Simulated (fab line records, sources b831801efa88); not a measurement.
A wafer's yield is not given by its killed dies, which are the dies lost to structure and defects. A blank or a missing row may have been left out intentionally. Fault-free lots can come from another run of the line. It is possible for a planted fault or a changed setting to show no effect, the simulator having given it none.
fab line records | flow sky130
record: lots: 5 wafers: 23
route steps=708 shown POLY_GATE@224 LDD_N@239 LDD_P@261 LDD_HVN@276 LDD_HVP@286 LDD_LDN@291
start_h: the number of hours between the record's first day and the start of the first shown wafer of the lot | wait_h: hours elapsed since this lot's preceding step | " same as the row above | L1.1+2: a row that stands for several wafers | - either no value or no given start | * or withheld: withheld | < > ~ a bound
route shown NAME@n: names a module that has steps shown in the file, with the first one's number in the route | usual: mean/standard deviation taken from wafers without a fault | same: alike in all rows | chamber/n: place in a boat | sites: each site's reading | _std_site: how widely they spread, as a standard deviation | _edge_site: inner sites' mean taken away from outer sites' mean | radius_mm: for every site, how far away it sits from the centre of the wafer | mask NAME#n: copy n | behind: the last tool/chamber to shape the wafer | hold: why the lot went on hold/how many hours it stayed there/how the hold came to an end | device: which transistor (n, p or np) failed to switch | end of line: tests run on the same wafers once the route is complete | step lacking rows: just its recipe | killed: count of dies lost to structure and defects at first sort (not the wafer's yield) | map: dies across one wafer; x = killed, . = not, _ = none there
set.NAME: the setting the step ran with; set.NAME@STEP: the setting that earlier step ran with | model.NAME: the simulator's own value behind a step, which no gauge read
lots whose settings were changed on purpose; a table a step, a row a wafer
== steps ==
step: SKY_POLY_GATE_EXPOSE_10
recipe: mask_id: P1M na: 0.68 source_shape: conventional sigma_outer: 0.6 target_cd_nm: 150 dose_mj: 28
columns lot.wafer tool chamber start_h wait_h mask set.dose_mj
L074.1+3+4+5+6 krf_scanner-02 0 - - P1M#0 28
L079.4+5+6 krf_scanner-02 0 - - P1M#0 28
L082.1+2 krf_scanner-01 0 - - P1M#0 28
L082.4+5+6 " 0 " " P1M#0 29.66
L083.1+5 krf_scanner-01 0 - - P1M#0 28
L083.2+3+4 " 0 " " P1M#0 26.96
L084.1+2 krf_scanner-02 0 - - P1M#0 28
L084.3+5+6 " 0 " " P1M#0 26.15
step: SKY_POLY_GATE_PEB_11
recipe: peb_temp_c: withheld peb_time_s: withheld resist: KrF-thick
step: SKY_POLY_GATE_DEVELOP_12
recipe: develop_time_s: 60 resist: KrF-thick dev_temp_c: 21
step: SKY_POLY_GATE_CD_MEAS_13
recipe: target_cd_nm: 150
usual: cd_nm: 150.6/1.4
columns lot.wafer tool chamber start_h wait_h set.dose_mj@POLY_GATE_EXPOSE_10 cd_nm
L074.1 cd_sem-01 - 407.13 - 28 151.9
L074.3 " - " " 28 153.4
L074.4 " - " " 28 151.6
L074.5 " - " " 28 150.8
L074.6 " - " " 28 153.7
L079.4 cd_sem-01 - 417.65 - 28 151.3
L079.5 " - " " 28 151.0
L079.6 " - " " 28 151.3
L082.1 cd_sem-02 - 435.09 - 28 150.4
L082.2 " - " " 28 150.3
L082.4 " - " " 29.66 139.8
L082.5 " - " " 29.66 138.7
L082.6 " - " " 29.66 139.5
L083.1 cd_sem-02 - 438.81 - 28 150.4
L083.2 " - " " 26.96 155.9
L083.3 " - " " 26.96 156.1
L083.4 " - " " 26.96 154.5
L083.5 " - " " 28 149.5
L084.1 cd_sem-02 - 442.76 - 28 149.0
L084.2 " - " " 28 148.8
L084.3 " - " " 26.15 160.8
L084.5 " - " " 26.15 160.9
L084.6 " - " " 26.15 160.2
step: SKY_POLY_GATE_ETCH_15
recipe: chemistry: N2/H2 target: BARC ion_energy_ev: 200 source_w: 500 bias_w: 100 pressure_mtorr: 30 n2_flow_sccm: 100 h2_flow_sccm: 200 stop_on: SiO2 time_s: 118.5 target_depth_a: 1100
usual: oes_product_au: 0.717/0.0042
columns lot.wafer tool chamber start_h wait_h set.resist_thk_nm@POLY_GATE_COAT_07 set.dose_mj@POLY_GATE_EXPOSE_10 oes_product_au model.POLY_GATE.cd_nm
L074.1 rie_diel-04 0 407.28 0.0 105.8 28 0.705 156.1
L074.3 " 3 " " 110 28 0.714 157.1
L074.4 " 1 " " 110 28 0.717 155.3
L074.5 " 3 " " 105.8 28 0.704 155
L074.6 " 0 " " 105.8 28 0.701 157.2
L079.4 rie_diel-02 1 417.74 0.0 110 28 0.717 154.3
L079.5 " 0 " " 110 28 0.711 152.8
L079.6 " 3 " " 110 28 0.720 151.6
L082.1 rie_diel-04 3 435.24 0.0 110 28 0.717 153.8
L082.2 " 1 " " 110 28 0.708 153
L082.4 " 0 " " 110 29.66 0.722 142.6
L082.5 " 0 " " 110 29.66 0.713 142.7
L082.6 " 1 " " 110 29.66 0.718 142.1
L083.1 rie_diel-03 0 438.97 0.0 104.8 28 0.698 149.3
L083.2 " 1 " " 104.8 26.96 0.703 156.9
L083.3 " 2 " " 110 26.96 0.718 155
L083.4 " 3 " " 104.8 26.96 0.707 154.3
L083.5 " 1 " " 110 28 0.719 150.7
L084.1 rie_diel-02 0 442.92 0.0 110 28 0.716 146.8
L084.2 " 1 " " 114.3 28 0.732 150.1
L084.3 " 3 " " 110 26.15 0.711 158.7
L084.5 " 2 " " 114.3 26.15 0.736 157.2
L084.6 " 3 " " 114.3 26.15 0.729 157.8
step: SKY_POLY_GATE_ETCH_16
recipe: stop_on: poly-Si chemistry: CH3F/O2 target: Si3N4 source_w: 400 bias_w: 80 pressure_mtorr: 25 ch3f_flow_sccm: 40 O2_flow_sccm: 30 time_s: 147.5 target_depth_a: 750
columns lot.wafer tool chamber start_h wait_h set.dose_mj@POLY_GATE_EXPOSE_10 model.POLY_GATE.cd_nm
L074.1+4 rie_diel-04 0,1 407.37 0.0 28 155.6
L074.3 " 3 " " 28 157.5
L074.5 " 3 " " 28 155.4
L074.6 " 0 " " 28 157
L079.4 rie_diel-02 1 417.83 0.0 28 154
L079.5 " 0 " " 28 152.7
L079.6 " 3 " " 28 151.8
L082.1 rie_diel-04 3 435.33 0.0 28 154.5
L082.2 " 1 " " 28 153.2
L082.4 " 0 " " 29.66 142.2
L082.5+6 " 0,1 " " 29.66 142.4
L083.1 rie_diel-03 0 439.05 0.0 28 149.2
L083.2 " 1 " " 26.96 156.8
L083.3 " 2 " " 26.96 155.2
L083.4 " 3 " " 26.96 154.6
L083.5 " 1 " " 28 150.7
L084.1 rie_diel-02 0 443.00 0.0 28 146.7
L084.2 " 1 " " 28 150
L084.3 " 3 " " 26.15 159
L084.5 " 2 " " 26.15 157.3
L084.6 " 3 " " 26.15 158.2
step: SKY_POLY_GATE_ETCH_17
recipe: target_depth_nm: 180 stop_on: SiO2 over_etch_frac: 0.56667 chemistry: HBr/Cl2 target: poly-Si icp_w: 400 bias_w: 100 pressure_mtorr: 10 HBr_flow_sccm: 150 Cl2_flow_sccm: 50 time_s: 70.5
columns lot.wafer tool chamber start_h wait_h set.time_s model.POLY_GATE.feature_depth_nm
L074.1 rie_si-02 0 407.47 0.0 70.5 178.5
L074.3 " 2 " " 70.5 178.3
L074.4 " 1 " " 70.5 177.6
L074.5 " 3 " " 70.5 179
L074.6 " 0 " " 70.5 178.9
L079.4 rie_si-02 3 417.92 0.0 70.5 178.7
L079.5 " 2 " " 70.5 177.6
L079.6 " 3 " " 70.5 177.9
L082.1 rie_si-02 0 435.42 0.0 70.5 179.3
L082.2 " 2 " " 74.52 178.6
L082.4 " 1 " " 74.52 178.8
L082.5 " 2 " " 70.5 177
L082.6 " 1 " " 70.5 179.5
L083.1 rie_si-02 0 439.15 0.0 70.5 175.7
L083.2 " 1 " " 60.35 153.6
L083.3 " 2 " " 70.5 177.9
L083.4 " 3 " " 60.35 154.5
L083.5 " 1 " " 70.5 177
L084.1 rie_si-01 1 443.10 0.0 70.5 178.3
L084.2 " 0 " " 70.5 175.9
L084.3 " 2 " " 70.5 177.1
L084.5 " 0 " " 70.5 178
L084.6 " 2 " " 70.5 178.8
step: SKY_POLY_GATE_STRIP_18
recipe: chemistry: O2/N2 power_w: 1400 pressure_mtorr: 1500 platen_temp_c: withheld o2_flow_sccm: 3000 n2_flow_sccm: 300 overash_fraction: 0.5
step: SKY_POLY_GATE_CLEAN_19
recipe: chemistry: SC1/SC2 mix: 1:4:20 temp_c: 70 time_s: 150 dry: n2_spin
step: SKY_POLY_GATE_OXIDATION_20
recipe: temp_c: 850 ambient: O2 stabilise_s: 600 purge_s: 300 target_thk_a: 40 ox_time_s: 899
step: SKY_POLY_GATE_CD_MEAS_22
usual: cd_nm: 152/3.5
columns lot.wafer tool chamber start_h wait_h set.dose_mj@POLY_GATE_EXPOSE_10 cd_nm
L074.1 cd_sem-02 - 411.73 0.1 28 156
L074.3 " - " " 28 159
L074.4 " - " " 28 155
L074.5 " - " " 28 155
L074.6 " - " " 28 158
L079.4 cd_sem-01 - 421.78 0.1 28 154
L079.5 " - " " 28 155
L079.6 " - " " 28 152
L082.1 cd_sem-02 - 437.16 0.1 28 155
L082.2 " - " " 28 155
L082.4 " - " " 29.66 142
L082.5 " - " " 29.66 145
L082.6 " - " " 29.66 142
L083.1 cd_sem-02 - 440.66 0.1 28 149
L083.2 " - " " 26.96 156
L083.3 " - " " 26.96 157
L083.4 " - " " 26.96 154
L083.5 " - " " 28 150
L084.1 cd_sem-02 - 444.61 0.1 28 147
L084.2 " - " " 28 150
L084.3 " - " " 26.15 158
L084.5 " - " " 26.15 156
L084.6 " - " " 26.15 157
step: SKY_LDD_N_COAT_02
recipe: resist: NOVOLAK spin_rpm: 3000 resist_thk_nm: 300
columns lot.wafer tool chamber start_h wait_h set.resist_thk_nm model.NOVOLAK_of_LDD_N_COAT_02.thk_nm
L074.1 litho_track-04 0 426.93 0.1 300 299
L074.3 " 0 " " 300 299.5
L074.4 " 0 " " 291.2 290.8
L074.5 " 0 " " 300 299.7
L074.6 " 0 " " 291.2 291.4
L079.4 litho_track-02 0 436.18 0.1 300 300.9
L079.5 " 0 " " 300 300.3
L079.6 " 0 " " 300 300.8
L082.1 litho_track-02 0 452.26 0.1 311.6 311.7
L082.2 " 0 " " 300 299.8
L082.4 " 0 " " 300 300.7
L082.5 " 0 " " 300 299.2
L082.6 " 0 " " 311.6 312.6
L083.1 litho_track-02 0 456.76 0.1 300 300
L083.2 " 0 " " 300 300.3
L083.3 " 0 " " 313.6 314.9
L083.4 " 0 " " 313.6 313.9
L083.5 " 0 " " 300 300.4
L084.1 litho_track-02 0 460.81 0.1 307.5 308.9
L084.2 " 0 " " 300 301.6
L084.3 " 0 " " 307.5 308.2
L084.5 " 0 " " 307.5 308.4
L084.6 " 0 " " 300 302.1
step: SKY_LDD_N_IMPLANT_12
recipe: species: BF2 energy_kev: 50 dose_cm2: 5e+12 tilt_deg: 30 rotation_deg: 0
columns lot.wafer tool chamber start_h wait_h set.energy_kev model.implant.rp_nm model.implant.drp_nm
L074.1+3+6 implanter-03 0 441.97 0.1 50 31.99 18.83
L074.4+5 " 0 " " 52.03 33.27 19.39
L079.4+5+6 implanter-02 0 451.80 0.1 50 32.58 18.83
L082.1+2+5 implanter-01 0 468.20 0.1 50 30.88 18.83
L082.4+6 " 0 " " 49.05 30.3 18.57
L083.1+3+4 implanter-01 0 471.76 0.1 48.07 31.26 18.3
L083.2+5 " 0 " " 50 32.5 18.83
L084.1+2+6 implanter-01 0 476.12 0.1 52.55 34.88 19.54
L084.3+5 " 0 " " 50 33.21 18.83
step: SKY_LDD_N_IMPLANT_13
recipe: species: BF2 energy_kev: 50 dose_cm2: 5e+12 tilt_deg: 30 rotation_deg: 90
step: SKY_LDD_N_IMPLANT_14
recipe: species: BF2 energy_kev: 50 dose_cm2: 5e+12 tilt_deg: 30 rotation_deg: 180
step: SKY_LDD_N_IMPLANT_15
recipe: species: BF2 energy_kev: 50 dose_cm2: 5e+12 tilt_deg: 30 rotation_deg: 270
step: SKY_LDD_N_STRIP_16
recipe: chemistry: O2/N2 power_w: 1400 pressure_mtorr: 1500 platen_temp_c: withheld o2_flow_sccm: 3000 n2_flow_sccm: 300 overash_fraction: 0.5
usual: strip_time_to_endpoint_s: 4.319/0.012
columns lot.wafer tool chamber start_h wait_h set.resist_thk_nm@LDD_N_COAT_02 strip_time_to_endpoint_s
L074.1 plasma_asher-04 1 442.57 0.1 300 4.293
L074.3 " 0 " " 300 4.322
L074.4 " 1 " " 291.2 4.180
L074.5 " 0 " " 300 4.318
L074.6 " 1 " " 291.2 4.200
L079.4 plasma_asher-02 0 452.36 0.1 300 4.312
L079.5 " 1 " " 300 4.324
L079.6 " 0 " " 300 4.330
L082.1 plasma_asher-03 0 468.80 0.1 311.6 4.465
L082.2 " 1 " " 300 4.310
L082.4 " 0 " " 300 4.329
L082.5 " 0 " " 300 4.289
L082.6 " 1 " " 311.6 4.475
L083.1 plasma_asher-04 0 472.36 0.1 300 4.311
L083.2 " 1 " " 300 4.313
L083.3 " 0 " " 313.6 4.513
L083.4 " 1 " " 313.6 4.498
L083.5 " 1 " " 300 4.317
L084.1 plasma_asher-02 0 476.72 0.1 307.5 4.431
L084.2 " 1 " " 300 4.323
L084.3 " 0 " " 307.5 4.404
L084.5 " 0 " " 307.5 4.432
L084.6 " 1 " " 300 4.341
step: SKY_LDD_P_DEVELOP_06
recipe: resist: NOVOLAK developer: TMAH develop_time_s: 60 dev_temp_c: 23
columns lot.wafer tool chamber start_h wait_h set.develop_time_s
L074.1+5 litho_track-02 0 473.06 0.1 52.09
L074.3+4+6 " 0 " " 60
L079.4+5+6 litho_track-02 0 483.13 0.1 60
L082.1+4+6 litho_track-04 0 499.13 0.1 60
L082.2+5 " 0 " " 52.52
L083.1+4 litho_track-01 0 503.43 0.1 57.35
L083.2+3+5 " 0 " " 60
L084.1+2+3+5+6 litho_track-02 0 507.76 0.1 60
step: SKY_LDD_P_CD_MEAS_07
recipe: target_cd_nm: 380
usual: cd_nm: 380.1/2.1
columns lot.wafer tool chamber start_h wait_h set.develop_time_s@LDD_P_DEVELOP_06 cd_nm
L074.1 cd_sem-02 - 473.21 0.1 52.09 365.4
L074.3 " - " " 60 381.1
L074.4 " - " " 60 381.8
L074.5 " - " " 52.09 365.4
L074.6 " - " " 60 381.1
L079.4 cd_sem-02 - 483.27 0.1 60 377.7
L079.5 " - " " 60 380.5
L079.6 " - " " 60 379.8
L082.1 cd_sem-02 - 499.28 0.1 60 381.4
L082.2 " - " " 52.52 367.0
L082.4 " - " " 60 379.7
L082.5 " - " " 52.52 368.0
L082.6 " - " " 60 381.5
L083.1 cd_sem-02 - 503.58 0.1 57.35 374.5
L083.2 " - " " 60 379.0
L083.3 " - " " 60 381.2
L083.4 " - " " 57.35 377.1
L083.5 " - " " 60 379.6
L084.1 cd_sem-02 - 507.91 0.1 60 378.8
L084.2 " - " " 60 382.0
L084.3 " - " " 60 381.5
L084.5 " - " " 60 379.6
L084.6 " - " " 60 380.8
step: SKY_LDD_P_IMPLANT_09
recipe: species: BF2 energy_kev: 25 dose_cm2: 1e+13 tilt_deg: withheld
columns lot.wafer tool chamber start_h wait_h set.dose_cm2
L074.1+3+4+5+6 implanter-01 0 473.37 0.0 1e+13
L079.4+5+6 implanter-01 0 483.44 0.1 1e+13
L082.1+4 implanter-01 0 499.43 0.0 9.423e+12
L082.2+5+6 " 0 " " 1e+13
L083.1+2+3+4+5 implanter-02 0 503.73 0.0 1e+13
L084.1+5+6 implanter-01 0 508.07 0.0 1e+13
L084.2+3 " 0 " " 1.062e+13
step: SKY_LDD_P_STRIP_10
recipe: chemistry: O2/N2 power_w: 1400 pressure_mtorr: 1500 platen_temp_c: withheld o2_flow_sccm: 3000 n2_flow_sccm: 300 overash_fraction: 0.5
step: SKY_LDD_P_TW_MEAS_11
usual: LDD_P_TW: 636.3/2.9
columns lot.wafer tool chamber start_h wait_h set.dose_cm2@LDD_P_IMPLANT_09 LDD_P_TW
L074.1 film_metro-04 - 473.62 0.1 1e+13 636.6
L074.3 " - " " 1e+13 632.4
L074.4 " - " " 1e+13 637.7
L074.5 " - " " 1e+13 634.8
L074.6 " - " " 1e+13 638.6
L079.4 film_metro-01 - 483.65 0.1 1e+13 634.8
L079.5 " - " " 1e+13 638.0
L079.6 " - " " 1e+13 633.7
L082.1 film_metro-01 - 499.68 0.1 9.423e+12 630.5
L082.2 " - " " 1e+13 639.3
L082.4 " - " " 9.423e+12 625.8
L082.5 " - " " 1e+13 636.8
L082.6 " - " " 1e+13 639.2
L083.1 film_metro-01 - 503.98 0.1 1e+13 639.8
L083.2 " - " " 1e+13 640.6
L083.3 " - " " 1e+13 637.3
L083.4 " - " " 1e+13 641.6
L083.5 " - " " 1e+13 639.8
L084.1 film_metro-01 - 508.32 0.1 1e+13 639.4
L084.2 " - " " 1.062e+13 645.3
L084.3 " - " " 1.062e+13 649.3
L084.5 " - " " 1e+13 637.8
L084.6 " - " " 1e+13 639.6
step: SKY_LDD_HVN_STRIP_09
recipe: chemistry: O2/N2 power_w: 1400 pressure_mtorr: 1500 platen_temp_c: withheld o2_flow_sccm: 3000 n2_flow_sccm: 300 overash_fraction: 0.5
usual: strip_time_to_endpoint_s: 4.132/0.011
columns lot.wafer tool chamber start_h wait_h set.power_w strip_time_to_endpoint_s
L074.1 plasma_asher-01 1 505.36 0.1 1400 4.120
L074.3 " 1 " " 1400 4.132
L074.4 " 0 " " 1400 4.130
L074.5 " 1 " " 1400 4.130
L074.6 " 0 " " 1400 4.118
L079.4 plasma_asher-02 1 514.70 0.1 1400 4.132
L079.5 " 0 " " 1400 4.133
L079.6 " 1 " " 1400 4.156
L082.1 plasma_asher-02 0 530.62 0.1 1400 4.123
L082.2 " 1 " " 1400 4.118
L082.4 " 0 " " 1448 4.011
L082.5 " 0 " " 1448 4.003
L082.6 " 1 " " 1400 4.120
L083.1 plasma_asher-03 0 534.62 0.1 1497 3.916
L083.2 " 1 " " 1497 3.944
L083.3 " 1 " " 1400 4.135
L083.4 " 0 " " 1497 3.910
L083.5 " 0 " " 1400 4.155
L084.1 plasma_asher-01 0 539.41 0.1 1400 4.130
L084.2 " 1 " " 1400 4.147
L084.3 " 1 " " 1328 4.321
L084.5 " 1 " " 1400 4.130
L084.6 " 0 " " 1328 4.315
step: SKY_LDD_HVP_IMPLANT_08
recipe: species: B energy_kev: 20 dose_cm2: 1.7e+13 tilt_deg: 17.9
columns lot.wafer tool chamber start_h wait_h set.dose_cm2
L074.1+3 implanter-01 0 536.02 0.0 1.7e+13
L074.4+5+6 " 0 " " 1.816e+13
L079.4+5+6 implanter-04 0 544.97 0.1 1.7e+13
L082.1+5 implanter-04 0 560.07 0.0 1.623e+13
L082.2+4+6 " 0 " " 1.7e+13
L083.1+2+3 implanter-01 0 563.96 0.0 1.7e+13
L083.4+5 " 0 " " 1.622e+13
L084.1+2+3+5+6 implanter-01 0 569.21 0.0 1.7e+13
step: SKY_LDD_HVP_STRIP_09
recipe: chemistry: O2/N2 power_w: 1400 pressure_mtorr: 1500 platen_temp_c: withheld o2_flow_sccm: 3000 n2_flow_sccm: 300 overash_fraction: 0.5
step: SKY_LDD_HVP_TW_MEAS_10
usual: LDD_HVP_TW: 458/4.4
columns lot.wafer tool chamber start_h wait_h set.dose_cm2@LDD_HVP_IMPLANT_08 LDD_HVP_TW
L074.1 film_metro-04 - 536.27 0.1 1.7e+13 458
L074.3 " - " " 1.7e+13 457
L074.4 " - " " 1.816e+13 468
L074.5 " - " " 1.816e+13 469
L074.6 " - " " 1.816e+13 468
L079.4 film_metro-03 - 545.17 0.1 1.7e+13 465
L079.5 " - " " 1.7e+13 467
L079.6 " - " " 1.7e+13 464
L082.1 film_metro-04 - 560.32 0.1 1.623e+13 448
L082.2 " - " " 1.7e+13 453
L082.4 " - " " 1.7e+13 453
L082.5 " - " " 1.623e+13 447
L082.6 " - " " 1.7e+13 455
L083.1 film_metro-04 - 564.21 0.1 1.7e+13 455
L083.2 " - " " 1.7e+13 453
L083.3 " - " " 1.7e+13 454
L083.4 " - " " 1.622e+13 448
L083.5 " - " " 1.622e+13 446
L084.1 film_metro-03 - 569.46 0.1 1.7e+13 466
L084.2 " - " " 1.7e+13 465
L084.3 " - " " 1.7e+13 466
L084.5 " - " " 1.7e+13 463
L084.6 " - " " 1.7e+13 465
step: SKY_LDD_LDN_COAT_02
recipe: resist: NOVOLAK spin_rpm: 3000 resist_thk_nm: 1140
columns lot.wafer tool chamber start_h wait_h set.spin_rpm model.NOVOLAK_of_LDD_LDN_COAT_02.thk_nm
L074.1+5 litho_track-03 0 551.24 0.1 3000 1149
L074.3 " 0 " " 3169 1114
L074.4 " 0 " " 3169 1118
L074.6 " 0 " " 3000 1145
L079.4 litho_track-03 0 559.21 0.1 3000 1139
L079.5 " 0 " " 3000 1138
L079.6 " 0 " " 3000 1140
L082.1 litho_track-04 0 574.78 0.1 3000 1138
L082.2 " 0 " " 2848 1160
L082.4 " 0 " " 3000 1136
L082.5 " 0 " " 3000 1137
L082.6 " 0 " " 2848 1166
L083.1 litho_track-03 0 579.24 0.1 2941 1158
L083.2+3 " 0 " " 3000 1143
L083.4 " 0 " " 2941 1154
L083.5 " 0 " " 2941 1156
L084.1 litho_track-02 0 584.06 0.1 3100 1121
L084.2 " 0 " " 3100 1123
L084.3 " 0 " " 3000 1140
L084.5 " 0 " " 3000 1141
L084.6 " 0 " " 3000 1142
== key ==
split: step: SKY_POLY_GATE_EXPOSE_10 setting: dose_mj stated: 28 by: wafer
response: step: SKY_POLY_GATE_CD_MEAS_13 reading: cd_nm change: -1.77 per: 1% r: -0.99
response: step: SKY_POLY_GATE_ETCH_15 reading: model.POLY_GATE.cd_nm change: -1.59 per: 1% r: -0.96
response: step: SKY_POLY_GATE_ETCH_16 reading: model.POLY_GATE.cd_nm change: -1.66 per: 1% r: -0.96
response: step: SKY_POLY_GATE_CD_MEAS_22 reading: cd_nm change: -1.62 per: 1% r: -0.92
split: step: SKY_POLY_GATE_ETCH_17 setting: time_s stated: 70.5 by: wafer
response: step: SKY_POLY_GATE_ETCH_17 reading: model.POLY_GATE.feature_depth_nm change: +1.37 per: 1% r: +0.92
split: step: SKY_LDD_N_COAT_02 setting: resist_thk_nm stated: 300 by: wafer
response: step: SKY_LDD_N_COAT_02 reading: model.NOVOLAK_of_LDD_N_COAT_02.thk_nm change: +3.03 per: 1% r: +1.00
response: step: SKY_LDD_N_STRIP_16 reading: strip_time_to_endpoint_s change: * per: 1% r: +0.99
split: step: SKY_LDD_N_IMPLANT_12 setting: energy_kev stated: 50 by: wafer
response: step: SKY_LDD_N_IMPLANT_12 reading: model.implant.rp_nm change: +0.322 per: 1% r: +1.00
response: step: SKY_LDD_N_IMPLANT_12 reading: model.implant.drp_nm change: +0.138 per: 1% r: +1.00
split: step: SKY_LDD_P_DEVELOP_06 setting: develop_time_s stated: 60 by: wafer
response: step: SKY_LDD_P_CD_MEAS_07 reading: cd_nm change: +1.13 per: 1% r: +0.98
split: step: SKY_LDD_P_IMPLANT_09 setting: dose_cm2 stated: 1e+13 by: wafer
response: step: SKY_LDD_P_TW_MEAS_11 reading: LDD_P_TW change: +1.55 per: 1% r: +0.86
split: step: SKY_LDD_HVN_STRIP_09 setting: power_w stated: 1400 by: wafer
response: step: SKY_LDD_HVN_STRIP_09 reading: strip_time_to_endpoint_s change: * per: 1% r: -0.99
split: step: SKY_LDD_HVP_IMPLANT_08 setting: dose_cm2 stated: 1.7e+13 by: wafer
response: step: SKY_LDD_HVP_TW_MEAS_10 reading: LDD_HVP_TW change: +1.51 per: 1% r: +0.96
split: step: SKY_LDD_LDN_COAT_02 setting: spin_rpm stated: 3000 by: wafer
response: step: SKY_LDD_LDN_COAT_02 reading: model.NOVOLAK_of_LDD_LDN_COAT_02.thk_nm change: -5.53 per: 1% r: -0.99
split outside_this_file step=SKY_POLY_GATE_COAT_07 setting=resist_thk_nm
split outside_this_file: this setting was split too, and the file shows its column; the key of that split is in another file
